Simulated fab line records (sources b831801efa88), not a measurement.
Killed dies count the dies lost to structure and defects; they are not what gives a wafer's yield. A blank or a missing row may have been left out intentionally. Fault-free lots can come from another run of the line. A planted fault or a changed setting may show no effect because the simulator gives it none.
Which of the tools did it? || flow sky130 || route of 708 steps, sampled at 1 step: 6 lots, 18 wafers

## WHAT THE GAUGES READ, wafer by wafer
SKY_FIELD_ISO_THK_MEAS_02.
{"lot": "L370", "measured": "day 1 22:43", "on": "film-metro-01", "FIELD_ISO_OXIDATION_00_THK (nm)": "11.43 11.56 11.49"}
{"lot": "L376", "measured": "day 3 03:38", "on": "film-metro-02", "FIELD_ISO_OXIDATION_00_THK (nm)": "11.23 11.19 11.04"}
{"lot": "L378", "measured": "day 3 13:40", "on": "film-metro-03", "FIELD_ISO_OXIDATION_00_THK (nm)": "11.41 11.37 11.38"}
{"lot": "L382", "measured": "day 4 09:38", "on": "film-metro-03", "FIELD_ISO_OXIDATION_00_THK (nm)": "11.98 11.97 12.22"}
{"lot": "L387", "measured": "day 5 11:07", "on": "film-metro-02", "FIELD_ISO_OXIDATION_00_THK (nm)": "11.83 12.19 11.62"}
{"lot": "L391", "measured": "day 6 07:45", "on": "film-metro-03", "FIELD_ISO_OXIDATION_00_THK (nm)": "12.06 12.10 11.95"}

## EACH LOT AND THE TOOL THAT RAN IT (in order: tool; ch and the chambers of the sampled wafers; start)
Record: no process step prior to these readings.

## THE ANSWER, worked out from the rows above alone
Rule: the lots themselves supply what counts as usual. The widest of any qualifying gaps counts: lots, ordered by their means at a reading, are off when they make up no more than a third of the lots, leave a main group of 4 or more, and stand apart from it by 3 or more times the standard deviation of that group's means. A main group is skipped when, at the precision printed for the reading in the tables above, its means are all equal. A lot without any number at a reading at which 4 lots or more have one is off too. Any other lot the step has rows for is counted as sound.
No lot is off at any reading shown: from this, nothing can be told.

## WHAT THE SIMULATOR HAD INSERTED
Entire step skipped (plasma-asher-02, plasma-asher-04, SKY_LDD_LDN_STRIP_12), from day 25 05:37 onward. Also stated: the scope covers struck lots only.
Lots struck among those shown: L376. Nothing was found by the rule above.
